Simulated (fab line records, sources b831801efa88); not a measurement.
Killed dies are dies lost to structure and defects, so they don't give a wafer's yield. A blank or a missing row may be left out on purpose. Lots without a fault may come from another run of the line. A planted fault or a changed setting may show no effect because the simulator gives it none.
Chamber matching | flow sky130 | SKY_VIA4_ETCH_12 on rie_diel-04: 4 sister chambers
The step etches SiO2 in C4F8/O2/Ar, stops on TiN, target depth 580 nm. 4 wafers are shown with their chamber, then 9 later ones without.

WAFERS WITH THEIR CHAMBER
wafer  | chamber | oes_product_au (a.u.)
L076.5 | 1       | 0.926
L080.1 | 3       | 0.922
L080.2 | 0       | 0.925
L080.3 | 2       | 0.931

WAFERS WITHOUT THEIR CHAMBER
wafer  | oes_product_au (a.u.)
L083.3 | 0.923
L083.5 | 0.924
L083.6 | 0.923
L084.1 | 0.929
L084.2 | 0.925
L084.3 | 0.926
L087.1 | 0.934
L087.3 | 0.921
L087.6 | 0.922

WHICH CHAMBER EACH WENT THROUGH
wafer  | from the rows above          | in truth
L083.3 | can't be placed: 3 or 0 or 1 | 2
L083.5 | can't be placed: 0 or 1 or 3 | 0
L083.6 | can't be placed: 3 or 0 or 1 | 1
L084.1 | can't be placed: 2 or 1 or 0 | 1
L084.2 | can't be placed: 0 or 1      | 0
L084.3 | can't be placed: 1 or 0      | 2
L087.1 | 2                            | 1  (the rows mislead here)
L087.3 | 3                            | 3
L087.6 | 3                            | 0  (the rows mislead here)
Placed correctly: 1 of 9. Can't be placed from these rows: 6 (the true chamber is among the candidates in 4). Placed wrongly: 2.
How it was worked out, from the rows above alone: a wafer's distance from a chamber is the root of the sum, over the readings, of the square of ((its reading less the chamber's mean) divided by the reading's scatter). The wafer belongs to the nearest chamber; if the next one is less than 2 further off, it can't be placed. A chamber's mean is the mean of its shown wafers. The scatter: with one shown wafer a chamber, the root of the mean of the squares of how far each hidden wafer lies from its nearest shown one.
